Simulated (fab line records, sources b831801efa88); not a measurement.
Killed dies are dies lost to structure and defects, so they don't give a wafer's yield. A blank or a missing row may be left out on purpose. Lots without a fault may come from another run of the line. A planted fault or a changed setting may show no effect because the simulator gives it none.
Which tool did it? | flow sky130 | 14 lots, 42 wafers sampled, at 1 step of a route of 708

WHAT THE GAUGES READ, wafer by wafer
SKY_CAP2M_RS_MEAS_03: measures by four-point-probe. Usual: CAP2M_TIN_RS 6.94 ohm/sq, standard deviation 0.079.
lot  | measured     | on            | CAP2M_TIN_RS (ohm/sq) | flag
L322 | day 40 07:31 | film_metro-02 | 6.90 6.89 6.90        |
L321 | day 40 12:28 | film_metro-03 | 7.01 7.02 6.92        |
L329 | day 41 23:41 | film_metro-01 | 7.02 7.03 6.96        |
L330 | day 42 07:02 | film_metro-03 | 6.89 6.85 6.79        |
L333 | day 42 23:24 | film_metro-02 | 7.05 6.99 7.04        |
L334 | day 43 03:43 | film_metro-03 | 6.86 6.87 6.86        |
L335 | day 43 19:36 | film_metro-03 | 7.14 7.08 7.17        |
L336 | day 43 22:56 | film_metro-03 | 6.90 7.02 6.94        |
L337 | day 44 07:23 | film_metro-02 | 6.91 6.97 6.95        |
L338 | day 44 12:06 | film_metro-03 | 6.94 6.98 6.94        |
L339 | day 44 16:56 | film_metro-03 | 6.90 6.91 6.91        |
L341 | day 46 00:01 | film_metro-01 | 6.99 6.97 7.01        |
L343 | day 46 00:32 | film_metro-03 | 7.01 7.01 7.02        |
L342 | day 46 00:52 | film_metro-02 | 6.91 6.78 6.87        |

WHICH TOOL RAN EACH LOT (tool, then ch and the chambers of the sampled wafers, then the start)
The record holds no process step before these readings.

WHAT THE TOOLS THEMSELVES READ (means of the sampled wafers that have a number; where no wafer has one, the mark that the record gives instead)
The record holds no such reading with a usual standard deviation.

THE ANSWER, worked out from the rows above alone
Rule: a lot is off if the mean of its wafers that have a number lies more than 3 standard deviations from the usual mean. A lot without any number at a reading at which 4 lots or more have one is off too. The other lots that the step has rows for count as sound. The gauges are gone through in route order, then the tools' own readings, and for those a lot's mean is taken as printed above. The first step at which some lot is off is used, and at that step the reading that is off furthest; a lot without a number counts as furthest.
No lot is off at any reading shown: from this, nothing can be told.

WHAT THE SIMULATOR HAD PUT IN
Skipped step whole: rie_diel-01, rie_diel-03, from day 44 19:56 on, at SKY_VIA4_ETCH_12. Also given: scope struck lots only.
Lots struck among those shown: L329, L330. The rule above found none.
